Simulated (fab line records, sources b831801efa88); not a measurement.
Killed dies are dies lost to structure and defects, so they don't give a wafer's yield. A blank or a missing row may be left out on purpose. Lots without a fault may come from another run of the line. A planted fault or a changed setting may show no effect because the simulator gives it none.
A struck lot beside a sound one | flow sky130 | 29 steps out of a route of 708
Sound: wafers L181.1, L181.2, L181.4. Struck: wafer L187.4. (L187.1, L187.3 of the same lot were not struck and are left out.) The cause comes at the end.
At each step with rows: each side's tool, then ch and its chambers, then its first start. Under that, the readings that differ: sound wafers | struck wafers | difference of the means | sigmas: that difference in standard deviations of wafers without a fault.
alike: readings whose means differ by less than 2 such deviations, and words and numbers that are the same on both sides. not compared: withheld readings, readings that some wafer has no value for, bounds like >300 that may hide the same value, and numbers for which the record gives no deviation and whose values overlap.
The two part at a step that has a row with sigmas, a row that says differs or no value, or rows on one side only. Numbers that don't overlap but have no deviation are shown without sigmas and don't part them. A reading that every wafer of one side lacks parts them only if that side has two wafers or more.

first, 1 step without rows for these wafers: SKY_METAL5_CLEAN_19 (cleans in O3/DIW).
SKY_PASSIVATION_CVD_00: deposits SiO2, target thk 90 nm.
  sound on pecvd-02 ch 0,2, day 44 21:00; struck on pecvd-02 ch 0, day 46 02:35
  alike: heater_power_w
SKY_PASSIVATION_THK_MEAS_01:
  sound on film_metro-02, day 44 21:01; struck on film_metro-02, day 46 02:37
  alike: PASSIVATION_CVD_00_THK
SKY_PASSIVATION_CVD_02: deposits Si3N4, target thk 540 nm.
  sound on pecvd-01 ch 0,1,2, day 44 21:05; struck on pecvd-01 ch 0, day 46 02:41
  alike: heater_power_w
SKY_PASSIVATION_THK_MEAS_03:
  sound on film_metro-04, day 44 21:19; struck on film_metro-02, day 46 02:55
  alike: PASSIVATION_CVD_02_THK
then, 7 steps without rows for these wafers: SKY_PASSIVATION_DEHYDRATE_04 (time 60 s); SKY_PASSIVATION_HMDS_05 (prime time 60 s); SKY_PASSIVATION_COAT_06 (resist thk 3000 nm); SKY_PASSIVATION_SOFTBAKE_07; SKY_PASSIVATION_EXPOSE_08 (exposes mask NSM, target cd 3000 nm); SKY_PASSIVATION_PEB_09; SKY_PASSIVATION_DEVELOP_10 (develop time 60 s).
SKY_PASSIVATION_ETCH_11: etches the open film in CF4/O2, stops on AlCu, target depth 725 nm, time 161.1 s.
  sound on rie_diel-01 ch 2,3, day 45 19:25; struck on rie_diel-01 ch 3, day 47 00:08
  alike: drypump_motor_current_A, oes_product_au, throttle_valve_pct
  not compared: rf_hours_counter_h
SKY_PASSIVATION_STRIP_12: strips in O2/N2.
  sound on plasma_asher-04 ch 0,1, day 45 19:31; struck on plasma_asher-01 ch 1, day 47 00:15
  alike: drypump_motor_current_A, oes_product_au, strip_time_to_endpoint_s
  not compared: rf_hours_counter_h
then, 7 steps without rows for these wafers: SKY_PAD_OPEN_DEHYDRATE_00 (time 60 s); SKY_PAD_OPEN_HMDS_01 (prime time 60 s); SKY_PAD_OPEN_COAT_02 (resist thk 3000 nm); SKY_PAD_OPEN_SOFTBAKE_03; SKY_PAD_OPEN_EXPOSE_04 (exposes mask PDM, target cd 60000 nm); SKY_PAD_OPEN_PEB_05; SKY_PAD_OPEN_DEVELOP_06 (develop time 60 s).
SKY_PAD_OPEN_ETCH_07: etches the open film in CF4/O2, stops on AlCu, target depth 725 nm, time 161.1 s.
  sound on rie_diel-03 ch 0,1,3, day 46 16:29; struck on rie_diel-03 ch 2, day 47 20:23
  reading                     | sound       | struck | difference | sigmas
  drypump_motor_current_A (A) | 6.3 6.1 6.6 | 5.5    | -0.8       | -2
  alike: oes_product_au, throttle_valve_pct
  not compared: rf_hours_counter_h
SKY_PAD_OPEN_STRIP_08: strips in O2/N2.
  sound on plasma_asher-03 ch 0,1, day 46 16:35; struck on plasma_asher-02 ch 0, day 47 20:29
  alike: drypump_motor_current_A, oes_product_au
  not compared: rf_hours_counter_h
then, 4 steps without rows for these wafers: SKY_PAD_OPEN_STRIP_09 (strips in post etch residue remover, time 1200 s); SKY_PAD_OPEN_CLEAN_10 (cleans in IPA, time 180 s); SKY_PAD_OPEN_CLEAN_11 (cleans in O3/DIW); SKY_PAD_OPEN_ANNEAL_12.
SKY_PAD_OPEN_BOW_MEAS_13:
  sound on film_metro-04, day 46 18:48; struck on film_metro-01, day 47 22:38
  alike: PAD_OPEN_BOW
SKY_PAD_OPEN_PROBE_99:
  sound on prober-02, day 46 18:55; struck on prober-02, day 47 22:55
  reading                               | sound             | struck | difference | sigmas
  defect_limited_yield (%)              | 81.7 83.7 79.7    | 77.8   | -3.9       | -2
  killed_at_other                       | 0 0 0             | 34     | +34        | +62
  killed_dies                           | 90 80 100         | 109    | +19        | +2
  killed_short                          | 51 46 52          | 32     | -18        | -3
  sort_bin_3_pad_short (%)              | 1.4 1.4 1.0       | 2.6    | +1.3       | +3
  sort_n_pass                           | 402 412 392       | 383    | -19        | -2
  sort_yield_pct (%)                    | 81.7 83.7 79.7    | 77.8   | -3.9       | -2
  model.etest.tester.sort_n_pass        | 402 412 392       | 383    | -19        |
  model.etest.tester.sort_yield_pct (%) | 81.71 83.74 79.67 | 77.85  | -3.86      |
  model.etest.tester.sort_bin_5_pct (%) | 10.77 11.59 8.943 | 12.8   | +2.4       |
  model.etest.tester.sort_bin_3_pct (%) | 1.423 1.423 1.016 | 2.642  | +1.355     |
  alike: killed_at_M0_to_M3, killed_at_M4_up, killed_at_contacts, killed_at_front_end, killed_open, sort_bin_5_function, sort_bin_6_memory

WHERE THEY PART
First at SKY_PAD_OPEN_ETCH_07; last, within this record, at SKY_PAD_OPEN_PROBE_99.

WHY: what the simulator had put in
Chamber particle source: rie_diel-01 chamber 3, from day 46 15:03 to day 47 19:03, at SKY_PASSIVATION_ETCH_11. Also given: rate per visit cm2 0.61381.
